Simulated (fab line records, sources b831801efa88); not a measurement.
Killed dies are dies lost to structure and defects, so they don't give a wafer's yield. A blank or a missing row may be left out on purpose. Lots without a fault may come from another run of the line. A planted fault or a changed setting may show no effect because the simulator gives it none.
Tool commonality check | flow sky130 | 12 lots, 36 wafers sampled

WHY IT WAS OPENED
At SKY_VIA1_THK_MEAS_01 the reading VIA1_HDPCVD_THK is flagged on 3 of 12 lots. Wafers without a fault read 1037 nm, standard deviation 9.6.
Rule: a lot is flagged when every wafer of it that has a number lies more than 4 standard deviations from that mean, or none has a number. The other lots count as sound.

lot  | measured     | on            | VIA1_HDPCVD_THK (nm), wafer by wafer | flag
L806 | day 33 09:25 | film_metro-02 | 1027 1034 1032                       |
L809 | day 34 06:14 | film_metro-03 | 1033 1020 1033                       |
L808 | day 34 09:29 | film_metro-02 | 1031 1027 1037                       |
L811 | day 34 21:39 | film_metro-02 | 1044 1044 1050                       |
L812 | day 35 01:08 | film_metro-03 | 1037 1032 1021                       |
L810 | day 35 03:49 | film_metro-04 | 1036 1044 1032                       |
L813 | day 35 09:47 | film_metro-03 | 820 832 812                          | FLAGGED
L814 | day 35 14:06 | film_metro-04 | 1026 1031 1037                       |
L817 | day 36 20:52 | film_metro-04 | 857 837 847                          | FLAGGED
L818 | day 36 23:41 | film_metro-03 | 833 833 841                          | FLAGGED
L825 | day 39 00:55 | film_metro-04 | 1043 1050 1060                       |
L827 | day 39 09:07 | film_metro-03 | 1037 1051 1043                       |
The numbers of the flagged lots are 835 nm on average: -202 nm against the usual, or -21 standard deviations.

WHICH TOOL RAN EACH LOT
The record holds 3 process steps before the reading, out of a route of 708 steps. In each cell: the tool, then ch and the chambers that the sampled wafers went through, then the start.
lot  | flag    | SKY_METAL1_SPUTTER_01        | SKY_METAL1_ETCH_18                | SKY_VIA1_HDPCVD_00
L806 |         | pvd_sputter-03, day 32 05:17 | rie_metal-04 ch 0,1, day 33 08:31 | hdpcvd-02 ch 0,2, day 33 09:18
L809 |         | pvd_sputter-02, day 33 02:06 | rie_metal-03 ch 0,1, day 34 05:19 | hdpcvd-01 ch 0,1,2, day 34 06:09
L808 |         | pvd_sputter-03, day 33 05:02 | rie_metal-01 ch 0,1, day 34 08:16 | hdpcvd-01 ch 1,2, day 34 09:22
L811 |         | pvd_sputter-02, day 33 18:08 | rie_metal-04 ch 0,1, day 34 20:45 | hdpcvd-02 ch 0,1,2, day 34 21:32
L812 |         | pvd_sputter-01, day 33 21:26 | rie_metal-01 ch 0, day 35 00:06   | hdpcvd-02 ch 0,1, day 35 01:01
L810 |         | pvd_sputter-02, day 34 00:35 | rie_metal-01 ch 0, day 35 02:49   | hdpcvd-02 ch 1,2, day 35 03:41
L813 | FLAGGED | pvd_sputter-01, day 34 06:30 | rie_metal-04 ch 0,1, day 35 08:53 | hdpcvd-02 ch 1,2, day 35 09:40
L814 |         | pvd_sputter-01, day 34 11:19 | rie_metal-04 ch 0,1, day 35 13:14 | hdpcvd-01 ch 0,2, day 35 13:59
L817 | FLAGGED | pvd_sputter-01, day 35 16:52 | rie_metal-03 ch 1, day 36 19:49   | hdpcvd-02 ch 1,2, day 36 20:43
L818 | FLAGGED | pvd_sputter-03, day 35 20:09 | rie_metal-01 ch 0,1, day 36 22:48 | hdpcvd-02 ch 0,1, day 36 23:34
L825 |         | pvd_sputter-01, day 37 22:17 | rie_metal-03 ch 0,1, day 38 23:55 | hdpcvd-01 ch 0,2, day 39 00:47
L827 |         | pvd_sputter-02, day 38 06:29 | rie_metal-03 ch 0,1, day 39 08:09 | hdpcvd-01 ch 0,2, day 39 09:00
What these steps do:
- SKY_METAL1_SPUTTER_01: material TiN, target thk 20 nm, time 16.7 s.
- SKY_METAL1_ETCH_18: etches BARC in N2/H2, stops on SiO2, time 45.9 s, target depth 60 nm.
- SKY_VIA1_HDPCVD_00: deposits SiO2, target thk 1030 nm, time 171.7 s.
- SKY_VIA1_THK_MEAS_01

FLAGGED OVER TOTAL, TOOL BY TOOL (the gauges that took the reading come last)
step                  | tool           | lots run | flagged | share of the flagged lots | sound lots run after its first flagged lot
SKY_METAL1_SPUTTER_01 | pvd_sputter-01 | 5        | 2       | some                      | 2 (L814,L825)
SKY_METAL1_SPUTTER_01 | pvd_sputter-02 | 4        | 0       | none                      | -
SKY_METAL1_SPUTTER_01 | pvd_sputter-03 | 3        | 1       | some                      | 0
SKY_METAL1_ETCH_18    | rie_metal-01   | 4        | 1       | some                      | 0
SKY_METAL1_ETCH_18    | rie_metal-03   | 4        | 1       | some                      | 2 (L825,L827)
SKY_METAL1_ETCH_18    | rie_metal-04   | 4        | 1       | some                      | 1 (L814)
SKY_VIA1_HDPCVD_00    | hdpcvd-01      | 5        | 0       | none                      | -
SKY_VIA1_HDPCVD_00    | hdpcvd-02      | 7        | 3       | all                       | 0
SKY_VIA1_THK_MEAS_01  | film_metro-02  | 3        | 0       | none                      | -
SKY_VIA1_THK_MEAS_01  | film_metro-03  | 5        | 2       | some                      | 1 (L827)
SKY_VIA1_THK_MEAS_01  | film_metro-04  | 4        | 1       | some                      | 1 (L825)

WHAT THE TABLE ALLOWS
1 row of the table ran every flagged lot: hdpcvd-02 at SKY_VIA1_HDPCVD_00.
- hdpcvd-02 at SKY_VIA1_HDPCVD_00: 3 of its 7 lots flagged. Its last sound lot is L810 (day 35 03:41), its first flagged lot L813 (day 35 09:40): a fault that began between those two fits. Its own readings lie more than 4 standard deviations out on every wafer of the flagged lots: sih4_flow_sccm.
One tool is left: hdpcvd-02 at SKY_VIA1_HDPCVD_00.

WHAT THE SIMULATOR HAD PUT IN
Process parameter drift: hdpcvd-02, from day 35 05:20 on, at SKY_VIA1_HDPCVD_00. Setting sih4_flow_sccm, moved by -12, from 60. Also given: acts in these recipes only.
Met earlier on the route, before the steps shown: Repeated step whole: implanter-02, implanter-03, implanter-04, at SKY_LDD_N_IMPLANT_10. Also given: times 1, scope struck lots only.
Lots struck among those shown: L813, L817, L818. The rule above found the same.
